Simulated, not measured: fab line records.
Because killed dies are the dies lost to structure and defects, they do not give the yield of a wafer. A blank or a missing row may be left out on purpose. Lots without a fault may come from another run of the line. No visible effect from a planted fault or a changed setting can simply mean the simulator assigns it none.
Commonality check across tools    flow sky130    10 lots and 30 wafers in the sample

## WHY IT WAS OPENED
At SKY_CAPM_RS_MEAS_03 the reading CAPM_TIN_RS is flagged on 3 of 10 lots. Fault-free wafers read 6.89 ohm/sq, with a standard deviation of 0.072.
Rule: a lot is flagged when every wafer of it that has a number lies more than 4 standard deviations from that mean, or none has a number. All remaining lots are regarded as sound.

lot   measured      on             CAPM_TIN_RS (ohm/sq), wafer by wafer  flag
L795  day 36 15:34  film metro-04  6.85 6.94 6.91                        
L798  day 37 13:07  film metro-03  6.89 6.90 6.88                        
L804  day 39 15:47  film metro-02  6.95 6.99 6.97                        
L806  day 40 04:54  film metro-03  6.83 6.78 6.81                        
L807  day 40 20:31  film metro-02  6.92 6.93 6.92                        
L810  day 41 06:31  film metro-02  6.84 6.89 6.85                        
L811  day 41 12:00  film metro-02  7.93 7.91 7.98                        FLAGGED
L812  day 41 19:37  film metro-04  7.86 7.86 7.84                        FLAGGED
L813  day 41 22:04  film metro-03  7.89 7.87 7.92                        FLAGGED
L815  day 42 16:01  film metro-02  6.85 6.81 6.85                        
The mean of the flagged lots' numbers is 7.90 ohm/sq, +1.01 ohm/sq from the usual (+14 standard deviations).

## LOT BY LOT: THE TOOL USED
2 process steps preceding the reading are held in the record, out of 708 steps in the route. Cell contents, in order: the tool; ch with the chambers the sampled wafers went through; the start.
lot   flag     SKY_VIA2_SPUTTER_20           SKY_CAPM_SPUTTER_02
L795           pvd sputter-04, day 36 14:31  pvd sputter-03, day 36 15:26
L798           pvd sputter-01, day 37 12:06  pvd sputter-01, day 37 13:01
L804           pvd sputter-04, day 39 08:25  pvd sputter-02, day 39 15:39
L806           pvd sputter-01, day 40 03:26  pvd sputter-03, day 40 04:47
L807           pvd sputter-01, day 40 19:20  pvd sputter-01, day 40 20:25
L810           pvd sputter-03, day 41 05:29  pvd sputter-02, day 41 06:24
L811  FLAGGED  pvd sputter-01, day 41 10:55  pvd sputter-03, day 41 11:50
L812  FLAGGED  pvd sputter-01, day 41 18:36  pvd sputter-03, day 41 19:31
L813  FLAGGED  pvd sputter-03, day 41 21:01  pvd sputter-03, day 41 21:56
L815           pvd sputter-04, day 42 15:01  pvd sputter-01, day 42 15:55
What the steps here do:
- SKY_VIA2_SPUTTER_20: material TiN, target thk 20 nm, time 80 s.
- SKY_CAPM_SPUTTER_02: material TiN, target thk 200 nm, time 166.7 s.
- SKY_CAPM_RS_MEAS_03: measures by four-point-probe.

## FLAGGED OVER TOTAL, TOOL BY TOOL (the gauges that took the reading come last)
step                 tool            lots run  flagged  share of the flagged lots  sound lots run after its first flagged lot
SKY_VIA2_SPUTTER_20  pvd sputter-01  5         2        some                       0
SKY_VIA2_SPUTTER_20  pvd sputter-03  2         1        some                       0
SKY_VIA2_SPUTTER_20  pvd sputter-04  3         0        none                       -
SKY_CAPM_SPUTTER_02  pvd sputter-01  3         0        none                       -
SKY_CAPM_SPUTTER_02  pvd sputter-02  2         0        none                       -
SKY_CAPM_SPUTTER_02  pvd sputter-03  5         3        all                        0
SKY_CAPM_RS_MEAS_03  film metro-02   5         1        some                       1 (L815)
SKY_CAPM_RS_MEAS_03  film metro-03   3         1        some                       0
SKY_CAPM_RS_MEAS_03  film metro-04   2         1        some                       0

## THE TABLE: WHAT IT ALLOWS
All flagged lots share 1 row of the table, namely pvd sputter-03 at SKY_CAPM_SPUTTER_02.
- pvd sputter-03 at SKY_CAPM_SPUTTER_02 ran 5 lots, 3 of them flagged. Last sound lot L806 at day 40 04:47, first flagged lot L811 at day 41 11:50; a fault beginning in between fits. Its own readings (cathode dc power W) fall more than 4 standard deviations out on all wafers of the flagged lots.
What remains is a single tool, pvd sputter-03 at SKY_CAPM_SPUTTER_02.

## WHAT HAD BEEN PUT IN BY THE SIMULATOR
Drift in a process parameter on pvd sputter-03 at SKY_CAPM_SPUTTER_02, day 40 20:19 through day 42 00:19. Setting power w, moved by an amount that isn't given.
Lots struck among those shown: L811, L812, L813. Same finding as the rule above.
